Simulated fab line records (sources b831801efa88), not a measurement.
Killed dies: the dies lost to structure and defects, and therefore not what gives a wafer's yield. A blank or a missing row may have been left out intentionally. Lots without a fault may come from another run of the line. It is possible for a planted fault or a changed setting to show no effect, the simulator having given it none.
fab line records    flow sfqLine
record lots=5  wafers=15  lastDay=85
route steps=325 shown M4@160 I4@163 JJ@178
lots that met no fault: taken from a fault-free run of the same line
startH: hours from the record's first day to the start of the lot's first wafer shown    waitH: how many hours have passed since the lot's step before this one    " repeats the value in the row above    L1.1+2: a single row standing in for several wafers    - no value present, or no start provided    * or withheld: withheld    < > ~ a bound
route shown NAME@n: NAME is a module with steps in the file, n the number in the route of the first one    usual: the fault-free wafers' mean and standard deviation    same: alike in all rows    chamber/n: place in a boat    sites: per-site readings    _std_site: how widely they spread, as a standard deviation    _edge_site: outer sites' mean less inner sites'    radiusMm: for every site, how far away it sits from the centre of the wafer    mask NAME#n: copy n    behind: the last tool/chamber to shape the wafer    hold: why the lot went on hold/how many hours it stayed there/how the hold came to an end    device: transistor that didn't switch, given as n, p or np    end of line: at the end of the route, the tests of the same wafers    a step given without rows: its recipe and nothing more    killed: dies that structure and defects cost at the first sort, which is not the same as the wafer's yield    map: per-die view of a wafer (x killed, . not killed, _ where there is no die)
set.NAME: setting as actually run; set.NAME@STEP: the setting as run at that earlier step    model.NAME: the simulator's own value behind a step, which no gauge read
lots at selected steps of the route; one table per step, one row per wafer
services: when a tool's chamber went out of use (startH, in hours from the record's first day, below 0 if earlier), for how many hours, and the reason
## steps
# step SFQ_TRILAYER_M4_ETCH_METAL_ETCH_096
# recipe target=Nb  stopOn=SiO2  maskMaterial=PR  chemistry=Cl2/Ar  targetDepthNm=240  icpW=600  biasW=80  pressureMtorr=10  timeS=120
# usual drypumpMotorCurrentA=5.44/0.23  heBacksideLeakSccm=3.56/0.28  oesProductAu=0.893/0.0064
lot.wafer  tool         chamber  startH   waitH  drypumpMotorCurrentA  heBacksideLeakSccm  oesProductAu  rfHoursCounterH
L074.1     rieMetal-04  1        1259.43  0.1    5.35                  3.72                0.888         114
L074.2     "            1        "        "      5.35                  3.86                0.903         -
L074.4     "            1        "        "      5.34                  3.81                0.890         -
L080.1     rieMetal-03  1        1311.74  0.0    5.29                  3.54                0.890         116
L080.4     "            1        "        "      5.29                  3.28                0.878         -
L080.5     "            0        "        "      5.59                  3.50                0.882         -
L083.3     rieMetal-04  0        1353.73  0.1    5.18                  3.56                0.897         -
L083.4     "            1        "        "      5.33                  3.77                0.898         -
L083.6     "            1        "        "      5.31                  3.91                0.894         -
L088.1     rieMetal-01  0        1399.11  0.0    5.81                  3.66                0.901         82
L088.3     "            1        "        "      5.72                  3.19                0.899         -
L088.4     "            0        "        "      5.84                  3.89                0.892         -
L089.1     rieMetal-04  1        1413.51  0.0    5.31                  3.67                0.889         1
L089.2     "            0        "        "      5.16                  3.39                0.890         19
L089.6     "            0        "        "      5.18                  3.53                0.892         -
# step SFQ_TRILAYER_M4_STRIP_STRIP_097
# recipe gas=O2  powerW=200  platenTempC=40  overashFraction=0.65  chemistry=O2  pressureMtorr=50
# usual drypumpMotorCurrentA=5.44/0.23  heBacksideLeakSccm=3.6/0.45  oesProductAu=1.000/0.0065
# same overashFraction=0.65
lot.wafer  tool         chamber  startH   waitH  drypumpMotorCurrentA  heBacksideLeakSccm  oesProductAu  rfHoursCounterH
L074.1     rieMetal-04  1        1259.68  0.2    5.33                  3.7                 0.998         114
L074.2     "            1        "        "      5.33                  3.7                 1.003         -
L074.4     "            1        "        "      5.33                  3.6                 0.991         -
L080.1     rieMetal-03  1        1311.86  0.1    5.34                  3.5                 0.998         116
L080.4     "            1        "        "      5.33                  3.4                 0.988         -
L080.5     "            0        "        "      5.56                  3.8                 0.995         -
L083.3     rieMetal-04  0        1354.02  0.2    5.17                  3.3                 1.003         -
L083.4     "            1        "        "      5.31                  3.8                 1.012         -
L083.6     "            1        "        "      5.34                  3.8                 1.004         -
L088.1     rieMetal-01  0        1399.23  0.1    5.80                  3.5                 1.009         82
L088.3     "            1        "        "      5.72                  3.3                 1.004         -
L088.4     "            0        "        "      5.80                  3.8                 0.997         -
L089.1     rieMetal-04  1        1413.63  0.1    5.33                  3.8                 1.010         1
L089.2     "            0        "        "      5.17                  3.3                 1.006         20
L089.6     "            0        "        "      5.17                  3.5                 0.987         -
# step SFQ_TRILAYER_M4_STRIP_SOLV_CLEAN_098
# recipe chemistry=NMP  tempC=70  timeS=600
lot.wafer   tool         chamber  startH   waitH
L074.1+2+4  wetBench-04  6,5,0    1260.88  1.0
L080.1+4+5  wetBench-01  2,5,1    1312.46  0.4
L083.3+4+6  wetBench-04  4,7,0    1354.42  0.2
L088.1+3+4  wetBench-02  0,4,1    1399.83  0.4
L089.1+2+6  wetBench-01  2,3,0    1414.23  0.4
# step SFQ_TRILAYER_I4_DEP_PECVD_099
# recipe material=SiO2  tempC=150  timeS=111.11  pressureTorr=2.4  rfW=183.3  precursor=SiH4/N2O  targetThkNm=500
# usual heaterPowerOuterW=31/14  heaterPowerW=88/24  throttleValvePct=24.7/1.1
lot.wafer  tool      chamber  startH   waitH  heaterPowerOuterW  heaterPowerW  throttleValvePct
L074.1     pecvd-01  1        1261.05  0.0    41                 118           25.6
L074.2     "         0        "        "      8                  47            25.3
L074.4     "         1        "        "      45                 122           25.7
L080.1     pecvd-04  0        1312.64  0.0    26                 86            25.3
L080.4     "         2        "        "      46                 104           25.1
L080.5     "         1        "        "      46                 98            25.1
L083.3     pecvd-04  2        1354.59  0.0    43                 99            25.0
L083.4     "         2        "        "      44                 104           25.3
L083.6     "         1        "        "      52                 100           25.3
L088.1     pecvd-03  2        1400.01  0.0    36                 96            26.1
L088.3     "         1        "        "      34                 93            23.2
L088.4     "         2        "        "      39                 100           26.0
L089.1     pecvd-01  0        1414.41  0.0    15                 55            23.4
L089.2     "         1        "        "      48                 126           24.6
L089.6     "         2        "        "      24                 81            24.4
# step SFQ_TRILAYER_I4_CMP_CMP_100
# recipe material=SiO2  downForcePsi=3  platenRpm=60  padVelocityMS=0.94248
# usual motorCurrentA=10.6/0.77  retainingRingPressureFrac=1.000/0.0048  slurryFlowMlMin=150.1/0.49  timeToEndpointS=214/6.4
lot.wafer  tool    chamber  startH   waitH  motorCurrentA  retainingRingPressureFrac  slurryFlowMlMin  timeToEndpointS
L074.1     cmp-02  3        1292.80  31.7   10.9           0.992                      149.7            215
L074.4     "       0        "        "      11.5           0.998                      149.7            221
L074.2     "       1        "        "      11.0           0.993                      149.2            222
L080.4     cmp-01  3        1343.95  31.2   9.8            0.995                      149.3            216
L080.1     "       0        "        "      11.0           1.004                      150.3            215
L080.5     "       3        1345.95  33.2   10.5           1.003                      150.4            221
L083.4     cmp-02  3        1355.17  0.5    10.5           0.995                      151.0            226
L083.3     "       1        1356.17  1.5    11.4           0.990                      150.2            216
L083.6     "       2        "        "      10.4           1.001                      149.8            225
L088.1     cmp-02  2        1400.09  0.0    10.7           1.000                      150.1            212
L088.3     "       3        "        "      10.8           1.000                      150.5            211
L088.4     "       0        "        "      10.9           0.995                      149.8            221
L089.1     cmp-02  3        1414.49  0.0    11.7           0.993                      150.7            212
L089.2     "       2        1415.99  1.5    10.7           1.000                      149.6            200
L089.6     "       3        "        "      11.4           0.998                      150.6            212
# step SFQ_I4_BOW_MEAS_927
# recipe mode=bow
# usual I4_BOW=1/9.5
lot.wafer  tool          chamber  startH   waitH  I4_BOW[um]
L074.1     filmMetro-03  -        1295.30  2.0    -15
L074.2     "             -        "        "      1
L074.4     "             -        "        "      1
L080.1     filmMetro-04  -        1346.95  2.0    -17
L080.4     "             -        "        "      -13
L080.5     "             -        "        "      -4
L083.3     filmMetro-04  -        1357.71  1.0    10
L083.4     "             -        "        "      -3
L083.6     "             -        "        "      -5
L088.1     filmMetro-01  -        1403.09  2.5    4
L088.3     "             -        "        "      0
L088.4     "             -        "        "      15
L089.1     filmMetro-01  -        1417.49  2.5    7
L089.2     "             -        "        "      4
L089.6     "             -        "        "      13
# step SFQ_TRILAYER_I4_METRO_MEASURE_101
# usual thkNm=200.1/0.88
lot.wafer  tool          chamber  startH   waitH  thkNm
L074.1     filmMetro-03  -        1295.42  0.1    201.4
L074.2     "             -        "        "      200.9
L074.4     "             -        "        "      201.3
L080.1     filmMetro-04  -        1347.07  0.1    200.5
L080.4     "             -        "        "      201.2
L080.5     "             -        "        "      202.1
L083.3     filmMetro-04  -        1358.19  0.5    200.5
L083.4     "             -        "        "      199.8
L083.6     "             -        "        "      200.0
L088.1     filmMetro-01  -        1403.21  0.1    199.5
L088.3     "             -        "        "      201.3
L088.4     "             -        "        "      200.2
L089.1     filmMetro-01  -        1417.61  0.1    200.1
L089.2     "             -        "        "      199.1
L089.6     "             -        "        "      200.9
# step SFQ_TRILAYER_I4_VIA_LITHO_COAT_108
# recipe resist=BARC  spinRpm=3000  resistThkNm=62
lot.wafer   tool           chamber  startH   waitH
L074.1+2+4  lithoTrack-04  0        1296.62  1.0
L080.1+4+5  lithoTrack-04  0        1348.27  1.0
L083.3+4+6  lithoTrack-03  0        1359.09  0.7
L088.1+3+4  lithoTrack-04  0        1404.41  1.0
L089.1+2+6  lithoTrack-03  0        1418.81  1.0
# step SFQ_TRILAYER_I4_VIA_LITHO_COAT_103
# recipe resist=KrF  spinRpm=3000  resistThkNm=650
lot.wafer   tool           chamber  startH   waitH
L074.1+2+4  lithoTrack-04  0        1296.92  0.2
L080.1+4+5  lithoTrack-04  0        1348.57  0.2
L083.3+4+6  lithoTrack-03  0        1359.39  0.2
L088.1+3+4  lithoTrack-04  0        1404.71  0.2
L089.1+2+6  lithoTrack-03  0        1419.11  0.2
# step SFQ_TRILAYER_I4_VIA_LITHO_SOFTBAKE_107
# recipe tempC=withheld  timeS=withheld  resist=KrF
lot.wafer   tool           chamber  startH   waitH
L074.1+2+4  lithoTrack-04  0        1297.22  0.2
L080.1+4+5  lithoTrack-04  0        1348.87  0.2
L083.3+4+6  lithoTrack-03  0        1359.64  0.2
L088.1+3+4  lithoTrack-04  0        1405.01  0.2
L089.1+2+6  lithoTrack-03  0        1419.41  0.2
# step SFQ_TRILAYER_I4_VIA_LITHO_EXPOSE_104
# recipe maskId=I4  na=0.6  sourceShape=conventional  sigmaOuter=0.65  targetCdNm=700  doseMj=21.3
# usual exposureDoseMJCm2=21.303/0.025
# same na=0.6
lot.wafer  tool           chamber  startH   waitH  mask  exposureDoseMJCm2
L074.1     krfScanner-01  0        1401.11  -      I4#0  21.302
L074.2     "              0        "        "      I4#0  21.297
L074.4     "              0        "        "      I4#0  21.295
L080.1     krfScanner-02  0        1463.76  -      I4#0  21.247
L080.4     "              0        "        "      I4#0  21.275
L080.5     "              0        "        "      I4#0  21.268
L083.3     krfScanner-02  0        1477.36  -      I4#0  21.269
L083.4     "              0        "        "      I4#0  21.299
L083.6     "              0        "        "      I4#0  21.292
L088.1     krfScanner-02  0        1521.61  -      I4#0  21.350
L088.3     "              0        "        "      I4#0  21.316
L088.4     "              0        "        "      I4#0  21.334
L089.1     krfScanner-01  0        1543.86  -      I4#0  21.324
L089.2     "              0        "        "      I4#0  21.323
L089.6     "              0        "        "      I4#0  21.312
# step SFQ_TRILAYER_I4_VIA_LITHO_PEB_106
# recipe pebTempC=115  pebTimeS=60  resist=KrF
lot.wafer   tool           chamber  startH   waitH
L074.1+2+4  lithoTrack-03  0        1402.31  1.0
L080.1+4+5  lithoTrack-04  0        1464.96  1.0
L083.3+4+6  lithoTrack-04  0        1478.21  0.7
L088.1+3+4  lithoTrack-02  0        1522.81  1.0
L089.1+2+6  lithoTrack-02  0        1545.06  1.0
# step SFQ_TRILAYER_I4_VIA_LITHO_DEVELOP_105
# recipe timeS=60  resist=KrF
lot.wafer   tool           chamber  startH   waitH
L074.1+2+4  lithoTrack-03  0        1402.46  0.1
L080.1+4+5  lithoTrack-04  0        1465.11  0.1
L083.3+4+6  lithoTrack-04  0        1478.36  0.1
L088.1+3+4  lithoTrack-02  0        1522.96  0.1
L089.1+2+6  lithoTrack-02  0        1545.21  0.1
# step SFQ_I4_OVL_MEAS_928
# usual I4_OVL=-3/6.4
lot.wafer  tool        chamber  startH   waitH  I4_OVL[nm]
L074.1     overlay-02  -        1402.61  0.1    -3
L074.2     "           -        "        "      0
L074.4     "           -        "        "      3
L080.1     overlay-02  -        1465.26  0.1    -1
L080.4     "           -        "        "      -7
L080.5     "           -        "        "      -6
L083.3     overlay-02  -        1478.47  0.1    -6
L083.4     "           -        "        "      -9
L083.6     "           -        "        "      -8
L088.1     overlay-02  -        1523.11  0.1    -3
L088.3     "           -        "        "      -12
L088.4     "           -        "        "      -10
L089.1     overlay-01  -        1545.36  0.1    -6
L089.2     "           -        "        "      3
L089.6     "           -        "        "      1
# step SFQ_TRILAYER_I4_VIA_BARC_OPEN_VIA_ETCH_146
# recipe maskMaterial=PR  chemistry=O2  targetDepthNm=125  target=BARC  sourceW=500  biasW=80  pressureMtorr=30  timeS=41.7
# usual drypumpMotorCurrentA=6.0/0.39  oesProductAu=0.685/0.0044
lot.wafer  tool        chamber  startH   waitH  drypumpMotorCurrentA  oesProductAu  rfHoursCounterH
L074.1     rieDiel-03  3        1402.65  0.0    5.5                   0.684         12
L074.2     "           1        "        "      5.9                   0.689         10
L074.4     "           0        "        "      6.2                   0.683         18
L080.1     rieDiel-01  0        1465.30  0.0    5.6                   0.683         14
L080.4     "           3        "        "      6.4                   0.678         18
L080.5     "           1        "        "      6.7                   0.693         -
L083.3     rieDiel-03  0        1478.50  0.0    6.2                   0.683         19
L083.4     "           3        "        "      5.5                   0.686         13
L083.6     "           2        "        "      6.0                   0.682         -
L088.1     rieDiel-04  3        1523.15  0.0    6.1                   0.677         5
L088.3     "           0        "        "      5.8                   0.691         16
L088.4     "           2        "        "      5.1                   0.683         7
L089.1     rieDiel-01  1        1545.40  0.0    6.7                   0.691         18
L089.2     "           0        "        "      5.6                   0.687         15
L089.6     "           2        "        "      5.9                   0.684         -
# step SFQ_TRILAYER_I4_VIA_ETCH_VIA_ETCH_106
# recipe target=SiO2  stopOn=Nb  maskMaterial=PR  taperDeg=20  chemistry=CHF3  targetDepthNm=260  sourceW=500  biasW=80  pressureMtorr=30  timeS=withheld
# usual drypumpMotorCurrentA=6.0/0.39  oesProductAu=0.855/0.005
lot.wafer  tool        chamber  startH   waitH  drypumpMotorCurrentA  oesProductAu
L074.1     rieDiel-03  3        1402.69  0.0    5.5                   0.856
L074.2     "           1        "        "      5.9                   0.857
L074.4     "           0        "        "      6.2                   0.864
L080.1     rieDiel-01  0        1465.34  0.0    5.6                   0.859
L080.4     "           3        "        "      6.3                   0.857
L080.5     "           1        "        "      6.7                   0.861
L083.3     rieDiel-03  0        1478.54  0.0    6.2                   0.854
L083.4     "           3        "        "      5.5                   0.857
L083.6     "           2        "        "      6.0                   0.851
L088.1     rieDiel-04  3        1523.19  0.0    6.1                   0.849
L088.3     "           0        "        "      5.8                   0.856
L088.4     "           2        "        "      5.1                   0.855
L089.1     rieDiel-01  1        1545.44  0.0    6.7                   0.852
L089.2     "           0        "        "      5.6                   0.846
L089.6     "           2        "        "      5.9                   0.857
# step SFQ_TRILAYER_I4_VIA_STRIP_STRIP_107
# recipe gas=O2  powerW=200  platenTempC=40  overashFraction=0.65  chemistry=O2  pressureMtorr=50
# usual drypumpMotorCurrentA=5.49/0.25  heBacksideLeakSccm=3.53/0.25  oesProductAu=1.000/0.0064
# same overashFraction=0.65
lot.wafer  tool         chamber  startH   waitH  drypumpMotorCurrentA  heBacksideLeakSccm  oesProductAu  rfHoursCounterH
L074.1     rieMetal-03  0        1402.80  -      5.58                  3.48                1.003         107
L074.2     "            0        "        "      5.55                  3.42                0.993         -
L074.4     "            0        "        "      5.62                  3.73                0.996         -
L080.1     rieMetal-04  0        1465.45  -      5.16                  3.50                0.994         27
L080.4     "            1        "        "      5.34                  3.57                0.997         -
L080.5     "            1        "        "      5.34                  3.69                0.992         -
L083.3     rieMetal-03  1        1478.85  -      5.32                  3.26                1.001         -
L083.4     "            0        "        "      5.58                  3.63                0.996         -
L083.6     "            1        "        "      5.31                  3.14                1.003         -
L088.1     rieMetal-03  1        1523.30  -      5.32                  2.78                1.006         16
L088.3     "            1        "        "      5.32                  3.18                1.002         -
L088.4     "            1        "        "      5.33                  2.76                0.995         -
L089.1     rieMetal-03  0        1545.55  -      5.57                  3.56                1.004         1
L089.2     "            1        "        "      5.33                  3.31                1.007         17
L089.6     "            0        "        "      5.59                  3.66                1.004         -
# step SFQ_TRILAYER_I4_VIA_STRIP_SOLV_CLEAN_108
# recipe chemistry=NMP  tempC=70  timeS=600
lot.wafer   tool         chamber  startH   waitH
L074.1+2+4  wetBench-03  2,5,3    1404.00  1.0
L080.1+4+5  wetBench-04  4,5,1    1466.05  0.4
L083.3+4+6  wetBench-04  3,0,6    1479.25  0.2
L088.1+3+4  wetBench-03  4,5,0    1524.90  1.3
L089.1+2+6  wetBench-01  7,5,2    1546.15  0.4
# step SFQ_TRILAYER_JJ_TRILAYER_DEP_PRE_CLEAN_113
# recipe gas=Ar  timeS=22.5  biasV=250
lot.wafer   tool           chamber  startH   waitH
L074.1+2+4  pvdSputter-03  -        1404.18  0.0
L080.1+4+5  pvdSputter-03  -        1466.22  0.0
L083.3+4+6  pvdSputter-04  -        1479.42  0.0
L088.1+3+4  pvdSputter-06  -        1525.07  0.0
L089.1+2+6  pvdSputter-04  -        1546.32  0.0
# step SFQ_TRILAYER_JJ_TRILAYER_DEP_SPUTTER_109
# recipe material=Nb  basePressurePa=1.33e-06  chamberPressurePa=0.1333  substrateTempC=20  targetThkNm=150  powerW=2000  timeS=100
# usual throttleValvePct=29.9/0.93
lot.wafer  tool           chamber  startH   waitH  throttleValvePct
L074.1     pvdSputter-03  -        1404.21  0.0    29.3
L074.2     "              -        "        "      31.9
L074.4     "              -        "        "      30.8
L080.1     pvdSputter-03  -        1466.25  0.0    29.5
L080.4     "              -        "        "      31.8
L080.5     "              -        "        "      29.6
L083.3     pvdSputter-04  -        1479.45  0.0    28.5
L083.4     "              -        "        "      28.9
L083.6     "              -        "        "      29.1
L088.1     pvdSputter-06  -        1525.10  0.0    29.1
L088.3     "              -        "        "      30.1
L088.4     "              -        "        "      29.9
L089.1     pvdSputter-04  -        1546.35  0.0    28.9
L089.2     "              -        "        "      28.8
L089.6     "              -        "        "      28.9
# step SFQ_TRILAYER_JJ_TRILAYER_DEP_SPUTTER_110
# recipe material=Al  basePressurePa=1.33e-06  targetThkNm=8  powerW=500  timeS=10  chamberPressurePa=0.4
# usual throttleValvePct=29.9/0.92
lot.wafer  tool           chamber  startH   waitH  throttleValvePct
L074.1     pvdSputter-03  -        1404.28  0.0    29.4
L074.2     "              -        "        "      31.8
L074.4     "              -        "        "      31.2
L080.1     pvdSputter-03  -        1466.32  0.0    29.6
L080.4     "              -        "        "      32.0
L080.5     "              -        "        "      29.6
L083.3     pvdSputter-04  -        1479.52  0.0    29.1
L083.4     "              -        "        "      28.9
L083.6     "              -        "        "      29.1
L088.1     pvdSputter-06  -        1525.17  0.0    29.1
L088.3     "              -        "        "      30.1
L088.4     "              -        "        "      29.8
L089.1     pvdSputter-04  -        1546.42  0.0    28.9
L089.2     "              -        "        "      29.0
L089.6     "              -        "        "      28.8
# step SFQ_TRILAYER_JJ_TRILAYER_DEP_AL_OXIDATION_111
# recipe pressureMbar=0.014667  oxidationTimeS=600  temperatureK=293
lot.wafer   tool           chamber  startH   waitH
L074.1+2+4  pvdSputter-03  -        1404.30  0.0
L080.1+4+5  pvdSputter-03  -        1466.35  0.0
L083.3+4+6  pvdSputter-04  -        1479.55  0.0
L088.1+3+4  pvdSputter-06  -        1525.20  0.0
L089.1+2+6  pvdSputter-04  -        1546.45  0.0
# step SFQ_TRILAYER_JJ_TRILAYER_DEP_SPUTTER_112
# recipe material=Nb  basePressurePa=1.33e-06  chamberPressurePa=0.1333  substrateTempC=20  targetThkNm=170  powerW=2000  timeS=113.3
# usual throttleValvePct=29.9/0.93
lot.wafer  tool           chamber  startH   waitH  throttleValvePct
L074.1     pvdSputter-03  -        1405.30  0.5    29.7
L074.2     "              -        "        "      31.9
L074.4     "              -        "        "      31.1
L080.1     pvdSputter-03  -        1467.35  0.5    29.5
L080.4     "              -        "        "      32.0
L080.5     "              -        "        "      29.6
L083.3     pvdSputter-04  -        1480.55  0.5    28.9
L083.4     "              -        "        "      29.0
L083.6     "              -        "        "      29.4
L088.1     pvdSputter-06  -        1526.20  0.5    29.1
L088.3     "              -        "        "      30.1
L088.4     "              -        "        "      30.0
L089.1     pvdSputter-04  -        1547.45  0.5    28.8
L089.2     "              -        "        "      29.0
L089.6     "              -        "        "      28.8
# step SFQ_JJ_RS_MEAS_929
# recipe thkMeasGauge=four-point-probe  reads=Nb_of_TRILAYER_JJ_TRILAYER_DEP_SPUTTER_112
# usual JJ_NB_RS=1.047/0.011
lot.wafer  tool          chamber  startH   waitH  JJ_NB_RS[ohm/sq]
L074.1     filmMetro-02  -        1405.38  0.0    1.052
L074.2     "             -        "        "      1.051
L074.4     "             -        "        "      1.045
L080.1     filmMetro-02  -        1467.43  0.0    1.048
L080.4     "             -        "        "      1.045
L080.5     "             -        "        "      1.040
L083.3     filmMetro-04  -        1480.67  0.1    1.055
L083.4     "             -        "        "      1.043
L083.6     "             -        "        "      1.049
L088.1     filmMetro-01  -        1526.28  0.0    1.042
L088.3     "             -        "        "      1.045
L088.4     "             -        "        "      1.050
L089.1     filmMetro-04  -        1547.53  0.0    1.044
L089.2     "             -        "        "      1.034
L089.6     "             -        "        "      1.035
# step SFQ_TRILAYER_JJ_CE_LITHO_COAT_119
# recipe resist=BARC  spinRpm=3000  resistThkNm=62
lot.wafer   tool           chamber  startH   waitH
L074.1+2+4  lithoTrack-02  0        1405.56  0.1
L080.1+4+5  lithoTrack-04  0        1467.61  0.1
L083.3+4+6  lithoTrack-01  0        1480.91  0.1
L088.1+3+4  lithoTrack-02  0        1526.46  0.1
L089.1+2+6  lithoTrack-04  0        1547.71  0.1
## services
tool           chamber  startH   hours  kind
krfScanner-02  -        1236.29  1.3    pm
rieDiel-03     2        1245.56  16.4   repair
rieDiel-03     3        1245.57  4.9    repair
krfScanner-02  -        1267.51  0.8    pm
pvdSputter-04  -        1284.45  3.4    repair
rieDiel-03     -        1288.43  15.6   pm
wetBench-01    -        1297.82  0.8    repair
krfScanner-02  -        1304.02  1.6    repair
pvdSputter-04  -        1311.46  7.2    repair
pvdSputter-06  -        1322.80  7.1    repair
rieDiel-03     2        1328.57  5.4    repair
cmp-02         -        1331.30  5.1    pm
rieMetal-04    0        1340.94  4.4    repair
rieDiel-01     1        1344.87  6.2    repair
rieDiel-03     -        1367.34  0.5    repair
rieDiel-03     -        1368.58  0.1    repair
krfScanner-02  -        1382.10  1.0    pm
cmp-02         -        1429.54  4.0    pm
pvdSputter-06  -        1431.13  8.3    repair
pvdSputter-03  -        1432.65  3.5    repair
rieDiel-01     0        1475.20  3.7    repair
rieMetal-04    -        1478.09  0.1    repair
cmp-02         -        1522.99  5.7    repair
cmp-02         -        1526.82  0.4    repair
## key
fault none
